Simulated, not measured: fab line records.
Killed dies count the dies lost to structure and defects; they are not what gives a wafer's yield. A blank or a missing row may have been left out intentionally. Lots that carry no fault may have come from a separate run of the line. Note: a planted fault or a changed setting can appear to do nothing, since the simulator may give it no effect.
8D (eight disciplines) problem report, filled in by code || flow sky130 || the parts of the form that need people (team, actions taken, sign-off) are left out

## 1. PROBLEM STATEMENT
dose-ions-cm2 at SKY_LDD_HVN_IMPLANT_08 reads a mean of 3e+13 on 6 wafers of 2 lots; wafers without a fault read 3e+13 with a standard deviation of 3.4e+10. Measured from the usual mean, that is +20 standard deviations.
First seen on wafer L626.3, day 27 06:35, on implanter-02. At this step, 39 wafers from 13 lots have a number in the record. The rule behind "out" and "out of limits": a value lying over 4 standard deviations away from the usual mean. The rest of the wafers with a number are treated as sound.

## 2. WHAT IT IS, AND WHAT IT ISN'T
{"question": "which readings at this step", "is": "dose-ions-cm2", "is not": "tilt-deg"}
{"question": "which lots", "is": "L626, L627", "is not": "L606, L610, L611, L612, L613, L614, L615, L616, L618, L628, L629"}
{"question": "which wafers of those lots", "is": "all that have a number", "is not": "-"}
{"question": "read on which tools", "is": "implanter-02", "is not": "implanter-03, implanter-04"}
{"question": "when", "is": "from day 27 06:35", "is not": "up to then (27 sound wafers); but 6 sound wafers of L628, L629 came after"}

## 3. WHAT RULES OUT EACH SUSPECT
Counting: a tool at any process step up to the reading remains a suspect when it ran all the lots that are out and ran no sound lot after the first of those.
- implanter-02 at SKY_LDD_HVN_IMPLANT_08: kept. Every lot that is out went through it, starting with L626 (day 27 06:35), and after that it ran no sound lot; the last sound lot it ran before then is L615 (day 24 08:30). Its own readings are out on those wafers: dose-ions-cm2.
Remaining after the count: implanter-02 at SKY_LDD_HVN_IMPLANT_08.

## 4. THE CAUSE (what the simulator had put in)
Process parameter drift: implanter-02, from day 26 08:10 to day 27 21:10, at SKY_LDD_HVN_IMPLANT_08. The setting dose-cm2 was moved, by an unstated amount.
The count eliminated every tool but this one.

## 5. THE CHAIN OF EFFECTS, in route order
Rows list readings where the struck wafers' mean (over those with a number) sits beyond 3 standard deviations from the usual. Scope: only readings with a usual standard deviation given in the record; hours: median across lots of the time from each lot's start at the first step in this table that gives one to its start at this step; sigmas: change in usual standard deviations.
{"hours": 0, "step": "SKY_LDD_HVN_IMPLANT_08", "reading": "dose-ions-cm2", "usual": 3e+13, "on struck wafers": 3e+13, "change": "+7e+11", "sigmas": "+20"}
Its process steps:
- SKY_LDD_HVN_IMPLANT_08

## 6. HOW IT WOULD HAVE BEEN CAUGHT EARLIER
22 hours passed between the start of the fault at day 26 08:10 and the first reading out of limits in this record, taken at day 27 06:35.
